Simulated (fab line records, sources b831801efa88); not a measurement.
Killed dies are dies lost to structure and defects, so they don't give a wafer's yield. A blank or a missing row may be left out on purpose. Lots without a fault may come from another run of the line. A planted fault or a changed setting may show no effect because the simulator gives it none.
fab line records | flow sky130
record lots=6 wafers=17 last_day=49
route steps=708 shown VIA2@509
lots that met no fault: from a run of the same line without faults
start_h: hours from the record's first day to the start of the lot's first wafer shown | wait_h: hours since the lot's step before | " the same as in the row above | L1.1+2: a row that stands for several wafers | - no value, or no start given | * or withheld: withheld | < > ~ a bound
route shown NAME@n: a module of which the file shows steps, and the number in the route of the first | usual: mean/standard deviation of fault-free wafers | same: alike in all rows | chamber/n: place in a boat | sites: the reading at each site | _std_site: their standard deviation | _edge_site: outer sites' mean less inner sites' | radius_mm: how far each site lies from the wafer's centre | mask NAME#n: copy n | behind: the tool/chamber that last shaped the wafer | hold: why the lot was held/for how many hours/how that ended | device: the transistor (n, p or np) that didn't switch | end of line: the same wafers' tests at the end of the route | a step without rows: its recipe alone | killed: dies lost to structure and defects at the first sort, not the wafer's yield | map: a wafer's dies, x killed, . not, _ none there
set.NAME: the setting as run; set.NAME@STEP: as run at that earlier step | model.NAME: the simulator's own value behind a step, which no gauge read
lots at some steps of the route; a table a step, a row a wafer
services: from which hour (start_h, from the record's first day; less than 0 if before it) a tool's chamber was out of use, for how many hours, and why
## steps
# step SKY_VIA2_CMP_02
# recipe material=SiO2 down_force_psi=4 platen_rpm=60 pad_velocity_m_s=0.94248
# usual edge_zone_pressure_frac=1.000/0.0055 motor_current_A=11.2/0.97 platen_rpm=60.00/0.043 slurry_filter_dp_kPa=13.49/0.14
# columns lot.wafer tool chamber start_h wait_h edge_zone_pressure_frac motor_current_A platen_rpm slurry_filter_dp_kPa
L648.2 cmp-02 3 841.61 0.1 0.999 11.5 59.92 13.83
L648.3 " 1 " " 0.988 12.7 60.05 13.13
L648.5 " 3 " " 1.005 10.5 59.94 13.19
L654.1 cmp-02 1 909.12 0.1 1.005 12.9 59.96 13.46
L654.3 " 0 " " 0.986 9.5 59.93 13.45
L654.5 " 2 " " 1.000 11.2 59.98 13.45
L656.1 cmp-01 3 917.99 3.2 1.004 11.0 59.92 13.38
L656.3 " 2 " " 1.000 10.4 59.98 13.63
L656.6 " 3 " " 1.007 10.9 59.98 13.59
L657.2 cmp-02 3 919.40 1.3 0.998 11.0 60.01 13.67
L657.3 " 0 " " 1.002 9.6 60.01 13.39
L657.5 " 0 " " 1.011 10.0 60.00 13.38
L662.2 cmp-01 2 949.81 0.3 0.993 10.4 60.03 13.36
L662.4 " 3 " " 1.005 11.6 59.95 13.45
L663.2 cmp-01 2 955.16 0.1 0.989 10.9 59.98 13.37
L663.1 " 3 " " 0.997 11.4 60.03 13.45
L663.3 " 0 " " 0.999 9.7 59.99 13.28
# step SKY_VIA2_BOW_MEAS_03
# recipe mode=bow
# usual VIA2_BOW=86/7.7
# columns lot.wafer tool chamber start_h wait_h VIA2_BOW[um]
L648.2 film_metro-03 - 841.88 0.2 101
L648.3 " - " " 94
L648.5 " - " " 99
L654.1 film_metro-01 - 909.42 0.2 89
L654.3 " - " " 90
L654.5 " - " " 89
L656.1 film_metro-03 - 918.29 0.2 85
L656.3 " - " " 85
L656.6 " - " " 95
L657.2 film_metro-03 - 919.72 0.3 92
L657.3 " - " " 102
L657.5 " - " " 93
L662.2 film_metro-01 - 950.13 0.3 83
L662.4 " - " " 94
L663.1 film_metro-01 - 955.41 0.1 93
L663.2 " - " " 94
L663.3 " - " " 86
# step SKY_VIA2_DEHYDRATE_04
# recipe temp_c=200 time_s=60
# step SKY_VIA2_HMDS_05
# recipe prime_time_s=60 prime_temp_c=120
# step SKY_VIA2_COAT_06
# recipe resist=BARC temp_c=withheld time_s=withheld spin_rpm=3000 resist_thk_nm=60
# step SKY_VIA2_COAT_07
# recipe resist=KrF-thick spin_rpm=3000 resist_thk_nm=450
# step SKY_VIA2_SOFTBAKE_08
# recipe temp_c=100 time_s=90 resist=KrF-thick
# step SKY_VIA2_EXPOSE_09
# recipe mask_id=VIM2 na=0.8 source_shape=annular sigma_inner=0.55 sigma_outer=0.85 target_cd_nm=200 dose_mj=38
# step SKY_VIA2_PEB_10
# recipe peb_temp_c=withheld peb_time_s=withheld resist=KrF-thick
# step SKY_VIA2_DEVELOP_11
# recipe develop_time_s=60 resist=KrF-thick dev_temp_c=21
# step SKY_VIA2_CD_MEAS_12
# recipe target_cd_nm=200
# usual cd_nm=200.0/1.5
# columns lot.wafer tool chamber start_h wait_h cd_nm
L648.2 cd_sem-01 - 868.28 - 201.0
L648.3 " - " " 199.2
L648.5 " - " " 201.0
L654.1 cd_sem-02 - 933.66 - 197.6
L654.3 " - " " 198.3
L654.5 " - " " 197.1
L656.1 cd_sem-01 - 942.86 - 200.7
L656.3 " - " " 200.6
L656.6 " - " " 198.6
L657.2 cd_sem-02 - 944.48 - 201.7
L657.3 " - " " 200.4
L657.5 " - " " 201.5
L662.2 cd_sem-01 - 974.53 - 197.7
L662.4 " - " " 197.8
L663.1 cd_sem-02 - 979.31 - 201.1
L663.2 " - " " 199.6
L663.3 " - " " 200.8
# step SKY_VIA2_OVL_MEAS_13
# usual VIA2_OVL=1/5.5
# columns lot.wafer tool chamber start_h wait_h VIA2_OVL[nm]
L648.2 overlay-02 - 868.39 0.1 6
L648.3 " - " " 3
L648.5 " - " " 4
L654.1 overlay-01 - 933.78 0.1 -1
L654.3 " - " " 0
L654.5 " - " " 7
L656.1 overlay-02 - 942.98 0.1 7
L656.3 " - " " 7
L656.6 " - " " -5
L657.2 overlay-02 - 944.59 0.1 2
L657.3 " - " " 2
L657.5 " - " " 7
L662.2 overlay-01 - 974.63 0.1 -3
L662.4 " - " " -7
L663.1 overlay-01 - 979.43 0.1 -11
L663.2 " - " " 2
L663.3 " - " " -3
# step SKY_VIA2_ETCH_14
# recipe chemistry=N2/H2 target=BARC ion_energy_ev=200 source_w=500 bias_w=100 pressure_mtorr=30 n2_flow_sccm=100 h2_flow_sccm=200 stop_on=SiO2 time_s=45.9 target_depth_a=600
# usual chamber_pressure_mTorr=29.999/0.027 drypump_motor_current_A=5.8/0.39 oes_product_au=0.854/0.0048 run_length_s=73.9/0.46 throttle_valve_pct=13.224/0.0091
# columns lot.wafer tool chamber start_h wait_h chamber_pressure_mTorr drypump_motor_current_A oes_product_au rf_hours_counter_h run_length_s throttle_valve_pct model.KrF-thick_of_VIA2_COAT_07.thk_nm
L648.2 rie_diel-03 3 868.42 0.0 29.970 5.9 0.857 3 73.6 13.218 394.6
L648.3 " 0 " " 30.032 5.6 0.856 14 74.5 13.242 394.4
L648.5 " 3 " " 29.982 5.9 0.848 - 73.9 13.212 394.6
L654.1 rie_diel-02 2 933.82 0.0 30.026 5.5 0.848 12 73.6 13.225 391.8
L654.3 " 1 " " 29.944 5.6 0.856 15 74.5 13.220 393.5
L654.5 " 2 " " 29.983 5.5 0.855 - 73.7 13.230 391.2
L656.1 rie_diel-02 2 943.02 0.0 29.987 5.5 0.932 12 68.8 13.240 397
L656.3 " 1 " " 29.985 5.6 0.946 15 69.3 13.233 397.4
L656.6 " 3 " " 29.961 6.6 0.938 - 68.5 13.225 395.6
L657.2 rie_diel-02 3 944.62 0.0 30.015 6.6 0.940 6 69.4 13.240 395.4
L657.3 " 2 " " 29.973 5.5 0.942 12 68.6 13.207 395.5
L657.5 " 2 " " 30.038 5.5 0.942 - 69.0 13.226 394
L662.2 rie_diel-03 2 974.66 0.0 30.012 6.4 0.858 12 73.9 13.235 392
L662.4 " 2 " " 30.011 6.4 0.854 - 74.3 13.248 392.6
L663.1 rie_diel-01 2 979.46 0.0 29.971 6.1 0.858 9 73.9 13.235 391.4
L663.2 " 1 " " 30.013 6.2 0.852 17 74.0 13.241 390.2
L663.3 " 0 " " 29.996 5.2 0.853 2 73.8 13.222 391.1
# step SKY_VIA2_ETCH_15
# recipe target=SiO2 chemistry=C4F8/O2/Ar target_depth_nm=546 stop_on=TiN mask_material=KrF-thick source_w=1500 bias_w=1200 pressure_mtorr=40 c4f8_flow_sccm=withheld O2_flow_sccm=6 Ar_flow_sccm=300 time_s=84
# usual chamber_pressure_mTorr=40.00/0.032 oes_product_au=0.940/0.0048 run_length_s=112.1/0.45
# columns lot.wafer tool chamber start_h wait_h chamber_pressure_mTorr oes_product_au rf_hours_counter_h run_length_s
L648.2 rie_diel-03 3 868.46 0.0 40.00 0.935 3 111.9
L648.3 " 0 " " 39.96 0.938 14 112.5
L648.5 " 3 " " 40.01 0.943 - 111.5
L654.1 rie_diel-02 2 933.86 0.0 40.04 0.942 12 111.3
L654.3 " 1 " " 40.03 0.944 15 113.0
L654.5 " 2 " " 40.02 0.939 - 111.5
L656.1 rie_diel-02 2 943.06 0.0 40.00 0.945 12 111.8
L656.3 " 1 " " 40.02 0.936 15 112.5
L656.6 " 3 " " 40.00 0.932 - 111.4
L657.2 rie_diel-02 3 944.66 0.0 39.95 0.938 6 111.5
L657.3 " 2 " " 39.97 0.937 12 111.9
L657.5 " 2 " " 39.93 0.940 - 111.8
L662.2 rie_diel-03 2 974.70 0.0 39.98 0.947 12 112.0
L662.4 " 2 " " 39.96 0.949 - 112.2
L663.1 rie_diel-01 2 979.50 0.0 39.98 0.944 9 112.5
L663.2 " 1 " " 40.01 0.935 17 112.2
L663.3 " 0 " " 40.01 0.945 2 111.7
## services
# columns tool chamber start_h hours kind
cmp-02 - 819.99 0.2 repair
cmp-02 - 827.00 2.4 repair
cmp-02 - 853.19 2.0 repair
rie_diel-03 2 856.12 7.4 repair
rie_diel-02 - 876.56 2.8 pm
rie_diel-02 - 881.02 0.5 repair
rie_diel-03 1 883.77 5.0 repair
rie_diel-01 1 903.49 4.0 repair
cmp-01 - 912.79 4.0 pm
cmp-02 - 913.47 5.6 repair
rie_diel-01 3 913.95 4.1 repair
cmp-01 - 916.79 - consumable_replace:conditioner
cmp-01 - 916.79 - consumable_replace:pad
rie_diel-03 1 919.90 9.4 repair
rie_diel-01 0 923.08 - clean
rie_diel-01 0 923.08 18.8 scheduled_down
rie_diel-01 0 923.08 18.8 vent_cycle
cmp-01 - 928.88 8.1 pm
rie_diel-03 - 935.86 2.8 pm
rie_diel-02 0 944.45 8.4 repair
cmp-02 - 951.15 3.5 pm
cmp-02 - 957.42 3.9 repair
rie_diel-03 0 957.57 21.5 repair
rie_diel-01 3 961.25 21.6 repair
## key
first_sign step=SKY_VIA2_ETCH_14 reading=oes_product_au direction=up sigmas=18 usual=0.854 struck=0.940
effect step=SKY_VIA2_ETCH_14 reading=run_length_s direction=down sigmas=11 usual=* struck=*
model_effect step=SKY_VIA2_ETCH_14 value=KrF-thick_of_VIA2_COAT_07.thk_nm without=391.5 struck=395.8
met_at SKY_VIA2_ETCH_14
struck_wafers L656.1,L656.3,L656.6,L657.2,L657.3,L657.5
rows_end L656.1,L656.3,L656.6,L657.2,L657.3,L657.5
onset_between 933.82 943.02
earlier_fault kind=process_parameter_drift tool=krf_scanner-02 chamber=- onset_h=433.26 steps=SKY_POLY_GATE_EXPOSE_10 channel=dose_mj offset=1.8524 shape=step acts_in=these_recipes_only stated=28
fault kind=process_parameter_drift tool=rie_diel-02 chamber=- onset_h=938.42 steps=SKY_VIA2_ETCH_14 channel=time_s offset=* shape=step end_h=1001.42 acts_in=* stated=*
# rows_end: these wafers met a further fault down the route, and their rows from its step on are left out
